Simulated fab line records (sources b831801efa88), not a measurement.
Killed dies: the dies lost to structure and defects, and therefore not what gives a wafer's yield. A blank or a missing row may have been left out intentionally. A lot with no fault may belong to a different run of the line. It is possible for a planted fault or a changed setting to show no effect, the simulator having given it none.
Matching of chambers    flow gf180mcu    GF_V5_CMP_04 on cmp-01: 4 sister chambers
The step polishes SiO2. 8 wafers are shown with their chamber, then 12 later ones without.

== WAFERS WITH THEIR CHAMBER ==
wafer   chamber  motor-current-A (A)  slurry-flow-ml-min
L083.4  1        13.6                 149.6
L084.2  1        12.9                 149.9
L092.5  2        11.2                 149.8
L093.3  2        11.7                 150.7
L093.6  0        10.5                 149.6
L094.1  3        11.1                 149.3
L094.2  0        10.7                 150.3
L094.6  3        10.9                 150.1

== WAFERS WHOSE CHAMBER IS MISSING ==
wafer   motor-current-A (A)  slurry-flow-ml-min
L095.1  11.5                 150.2
L095.2  10.8                 150.0
L095.3  10.3                 150.3
L096.2  9.9                  150.2
L096.3  11.6                 150.5
L096.4  11.1                 149.4
L096.1  13.0                 149.6
L096.5  10.4                 149.7
L096.6  10.7                 150.6
L097.1  11.0                 150.7
L097.5  11.6                 149.6
L097.6  11.6                 150.6

== CHAMBER TAKEN BY EACH ==
wafer   from the rows above           in truth
L095.1  can't be placed: 2 or 3       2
L095.2  can't be placed: 0 or 3 or 2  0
L095.3  can't be placed: 0 or 3       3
L096.2  can't be placed: 0 or 3       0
L096.3  can't be placed: 2 or 3       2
L096.4  can't be placed: 3 or 0 or 2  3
L096.1  1                             1
L096.5  can't be placed: 0 or 3       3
L096.6  can't be placed: 0 or 3 or 2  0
L097.1  can't be placed: 2 or 0 or 3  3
L097.5  can't be placed: 2 or 3 or 0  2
L097.6  can't be placed: 2 or 3       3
Placed correctly: 1 of 12. Can't be placed from these rows: 11 (the true chamber is among the candidates in 11). Placed wrongly: 0.
How it was worked out, from the rows above alone: a wafer's distance from a chamber is the root of the sum, over the readings, of the square of ((its reading less the chamber's mean) divided by the reading's scatter). The wafer belongs to the nearest chamber; if the next one is less than 2 further off, it can't be placed. For every chamber, the mean is computed from those of its wafers that are shown. The scatter: the root of (the sum of the squares of (reading less its chamber's mean) over the shown wafers, divided by (wafers less chambers)).
